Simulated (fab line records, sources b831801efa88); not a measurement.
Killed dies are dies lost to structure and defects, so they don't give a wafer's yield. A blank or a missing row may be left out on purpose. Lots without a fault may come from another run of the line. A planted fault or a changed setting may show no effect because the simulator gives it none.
Which tool did it? | flow sky130 | 11 lots, 33 wafers sampled, at 4 steps of a route of 708

WHAT THE GAUGES READ, wafer by wafer
SKY_CONTACT_THK_MEAS_03.
lot  | measured     | on            | CONTACT_HDPCVD_THK (nm)
L636 | day 30 16:21 | film_metro-01 | 566 566 571
L637 | day 31 13:19 | film_metro-04 | 562 555 555
L639 | day 31 20:46 | film_metro-03 | 558 555 553
L642 | day 32 18:23 | film_metro-01 | 573 455 572
L650 | day 35 15:16 | film_metro-03 | 566 569 568
L651 | day 36 03:44 | film_metro-04 | 572 562 566
L652 | day 36 22:23 | film_metro-03 | 566 573 563
L654 | day 37 00:19 | film_metro-03 | 566 565 567
L655 | day 37 01:45 | film_metro-03 | 571 571 576
L656 | day 37 10:20 | film_metro-04 | 564 570 565
L658 | day 37 21:59 | film_metro-01 | 566 564 566

WHICH TOOL RAN EACH LOT (tool, then ch and the chambers of the sampled wafers, then the start)
lot  | SKY_SD_N_RTA_14                  | SKY_LI_CONTACT_SPUTTER_19    | SKY_CONTACT_HDPCVD_02
L636 | rtp_anneal-02 ch 0, day 28 04:11 | pvd_sputter-01, day 29 10:07 | hdpcvd-02 ch 0,1, day 30 16:15
L637 | rtp_anneal-01 ch 0, day 29 02:40 | pvd_sputter-01, day 30 08:09 | hdpcvd-02 ch 0,1,2, day 31 13:16
L639 | rtp_anneal-01 ch 0, day 29 09:16 | pvd_sputter-04, day 30 14:58 | hdpcvd-01 ch 0,2, day 31 20:40
L642 | rtp_anneal-02 ch 0, day 30 07:38 | pvd_sputter-01, day 31 12:43 | hdpcvd-02 ch 1,2, day 32 18:19
L650 | rtp_anneal-02 ch 0, day 33 05:29 | pvd_sputter-01, day 34 09:59 | hdpcvd-02 ch 0,1, day 35 15:10
L651 | rtp_anneal-01 ch 0, day 33 16:58 | pvd_sputter-02, day 34 22:04 | hdpcvd-02 ch 0,2, day 36 03:40
L652 | rtp_anneal-02 ch 0, day 34 13:04 | pvd_sputter-02, day 35 17:25 | hdpcvd-02 ch 0,1, day 36 22:17
L654 | rtp_anneal-02 ch 0, day 34 15:08 | pvd_sputter-02, day 35 19:56 | hdpcvd-02 ch 0,2, day 37 00:14
L655 | rtp_anneal-01 ch 0, day 34 16:21 | pvd_sputter-01, day 35 20:55 | hdpcvd-02 ch 1,2, day 37 01:40
L656 | rtp_anneal-02 ch 0, day 35 02:15 | pvd_sputter-02, day 36 06:07 | hdpcvd-01 ch 0,1,2, day 37 10:16
L658 | rtp_anneal-02 ch 0, day 35 14:34 | pvd_sputter-04, day 36 18:14 | hdpcvd-01 ch 0,1,2, day 37 21:55
- SKY_SD_N_RTA_14: time 2 s.
- SKY_LI_CONTACT_SPUTTER_19: material Ti, target thk 20 nm, time 106.37 s.
- SKY_CONTACT_HDPCVD_02: deposits SiO2, target thk 565 nm, time 94.2 s.

THE ANSWER, worked out from the rows above alone
Rule: what is usual is taken from the lots themselves. Put in order of their means at a reading, lots are off if they are a third of the lots or fewer, leave a main group of 4 or more, and stand apart from it by a gap of 3 or more times the standard deviation of the main group's means; of several such gaps the widest counts. A main group whose means are all the same, to the digits that the tables above print for the reading, isn't used. A lot without any number at a reading at which 4 lots or more have one is off too. The other lots that the step has rows for count as sound.
Off: L642, at SKY_CONTACT_THK_MEAS_03 (CONTACT_HDPCVD_THK). The main group: mean 565 nm, standard deviation 4.9.
A tool fits if, at a process step before that reading, it ran every lot that is off, and no sound lot after the first of them. The gauges at SKY_CONTACT_THK_MEAS_03 are tried like those tools. None of those tried fits.

WHAT THE SIMULATOR HAD PUT IN
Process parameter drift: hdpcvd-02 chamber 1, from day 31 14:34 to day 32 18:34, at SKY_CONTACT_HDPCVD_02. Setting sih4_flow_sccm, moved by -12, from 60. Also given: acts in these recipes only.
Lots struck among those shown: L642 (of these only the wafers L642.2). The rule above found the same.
